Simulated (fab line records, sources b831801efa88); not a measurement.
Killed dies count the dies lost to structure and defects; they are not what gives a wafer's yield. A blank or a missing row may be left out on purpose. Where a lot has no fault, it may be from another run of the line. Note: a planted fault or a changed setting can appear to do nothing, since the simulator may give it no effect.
Which of the tools did it? / flow sky130 / 14 lots (42 wafers sampled), 1 step of a 708-step route

== WHAT EACH GAUGE READ, for each wafer ==
The record holds no reading of a measuring or inspecting step that can be judged against a usual standard deviation.

== WHICH TOOL RAN EACH LOT (tool, then ch and the chambers of the sampled wafers, then the start) ==
lot=L186; SKY_GATE_OXIDE_OXIDATION_01=furnace-02 ch 0, day 12 20:26
lot=L187; SKY_GATE_OXIDE_OXIDATION_01=furnace-01 ch 0, day 13 08:38
lot=L188; SKY_GATE_OXIDE_OXIDATION_01=furnace-02 ch 0, day 13 17:46
lot=L191; SKY_GATE_OXIDE_OXIDATION_01=furnace-02, day 14 21:46
lot=L192; SKY_GATE_OXIDE_OXIDATION_01=furnace-02, day 14 21:46
lot=L193; SKY_GATE_OXIDE_OXIDATION_01=furnace-02 ch 0, day 15 10:10
lot=L199; SKY_GATE_OXIDE_OXIDATION_01=furnace-01 ch 0, day 17 09:26
lot=L200; SKY_GATE_OXIDE_OXIDATION_01=furnace-02 ch 0, day 17 12:57
lot=L201; SKY_GATE_OXIDE_OXIDATION_01=furnace-01 ch 0, day 18 01:10
lot=L204; SKY_GATE_OXIDE_OXIDATION_01=furnace-02 ch 0, day 19 06:13
lot=L205; SKY_GATE_OXIDE_OXIDATION_01=furnace-01 ch 0, day 19 16:30
lot=L206; SKY_GATE_OXIDE_OXIDATION_01=furnace-02 ch 0, day 20 02:32
lot=L207; SKY_GATE_OXIDE_OXIDATION_01=furnace-02 ch 0, day 20 18:31
lot=L208; SKY_GATE_OXIDE_OXIDATION_01=furnace-01 ch 0, day 21 10:55
- SKY_GATE_OXIDE_OXIDATION_01: stabilise 600 s, purge 300 s, target thk 10.268 nm.

== AS READ BY THE TOOLS THEMSELVES (means over the sampled wafers that have a number; for cases with no such wafer, the mark the record gives instead) ==
SKY_GATE_OXIDE_OXIDATION_01. Usual: ox-temp-c 900.0 C, standard deviation 0.39; ox-temp-c-max 904.5, standard deviation 0.94; zone-power-bottom-pct 26.0 %, standard deviation 2.4; zone-power-top-pct 32.7 %, standard deviation 0.88.
lot=L186; tool=furnace-02; ox-temp-c (C)=900.3; ox-temp-c-max=904.8; zone-power-bottom-pct (%)=24.2; zone-power-top-pct (%)=31.9; flag=
lot=L187; tool=furnace-01; ox-temp-c (C)=899.8; ox-temp-c-max=904.6; zone-power-bottom-pct (%)=29.0; zone-power-top-pct (%)=33.9; flag=
lot=L188; tool=furnace-02; ox-temp-c (C)=899.3; ox-temp-c-max=903.6; zone-power-bottom-pct (%)=24.0; zone-power-top-pct (%)=32.0; flag=
lot=L191; tool=furnace-02; ox-temp-c (C)=-; ox-temp-c-max=-; zone-power-bottom-pct (%)=-; zone-power-top-pct (%)=-; flag=OFF
lot=L192; tool=furnace-02; ox-temp-c (C)=-; ox-temp-c-max=-; zone-power-bottom-pct (%)=-; zone-power-top-pct (%)=-; flag=OFF
lot=L193; tool=furnace-02; ox-temp-c (C)=900.2; ox-temp-c-max=904.5; zone-power-bottom-pct (%)=24.0; zone-power-top-pct (%)=32.1; flag=
lot=L199; tool=furnace-01; ox-temp-c (C)=899.4; ox-temp-c-max=905.9; zone-power-bottom-pct (%)=29.1; zone-power-top-pct (%)=33.8; flag=
lot=L200; tool=furnace-02; ox-temp-c (C)=899.9; ox-temp-c-max=903.6; zone-power-bottom-pct (%)=24.0; zone-power-top-pct (%)=32.0; flag=
lot=L201; tool=furnace-01; ox-temp-c (C)=900.3; ox-temp-c-max=905.7; zone-power-bottom-pct (%)=29.4; zone-power-top-pct (%)=33.6; flag=
lot=L204; tool=furnace-02; ox-temp-c (C)=899.8; ox-temp-c-max=903.6; zone-power-bottom-pct (%)=24.0; zone-power-top-pct (%)=32.3; flag=
lot=L205; tool=furnace-01; ox-temp-c (C)=900.1; ox-temp-c-max=906.4; zone-power-bottom-pct (%)=29.2; zone-power-top-pct (%)=33.9; flag=
lot=L206; tool=furnace-02; ox-temp-c (C)=900.1; ox-temp-c-max=904.4; zone-power-bottom-pct (%)=24.1; zone-power-top-pct (%)=32.0; flag=
lot=L207; tool=furnace-02; ox-temp-c (C)=900.1; ox-temp-c-max=904.7; zone-power-bottom-pct (%)=24.2; zone-power-top-pct (%)=32.1; flag=
lot=L208; tool=furnace-01; ox-temp-c (C)=900.0; ox-temp-c-max=905.8; zone-power-bottom-pct (%)=29.0; zone-power-top-pct (%)=33.8; flag=

== THE ANSWER, worked out from the rows above alone ==
Rule: a lot counts as off when the mean over its wafers that have a number is more than 3 standard deviations away from the usual mean. A lot without any number at a reading at which 4 lots or more have one is off too. Any other lot the step has rows for is counted as sound. The gauges are gone through in route order, then the tools' own readings, and for those a lot's mean is taken as printed above. The first step at which some lot is off is used, and at that step the reading that is off furthest; a lot without a number counts as furthest.
Off: L191, L192 (SKY_GATE_OXIDE_OXIDATION_01, ox-temp-c). Without a number there: L191, L192.
A tool fits if, at that step or a process step before it, it ran every lot that is off, and no sound lot after the first of them. No candidate that was tried fits.

== WHAT THE SIMULATOR HAD INSERTED ==
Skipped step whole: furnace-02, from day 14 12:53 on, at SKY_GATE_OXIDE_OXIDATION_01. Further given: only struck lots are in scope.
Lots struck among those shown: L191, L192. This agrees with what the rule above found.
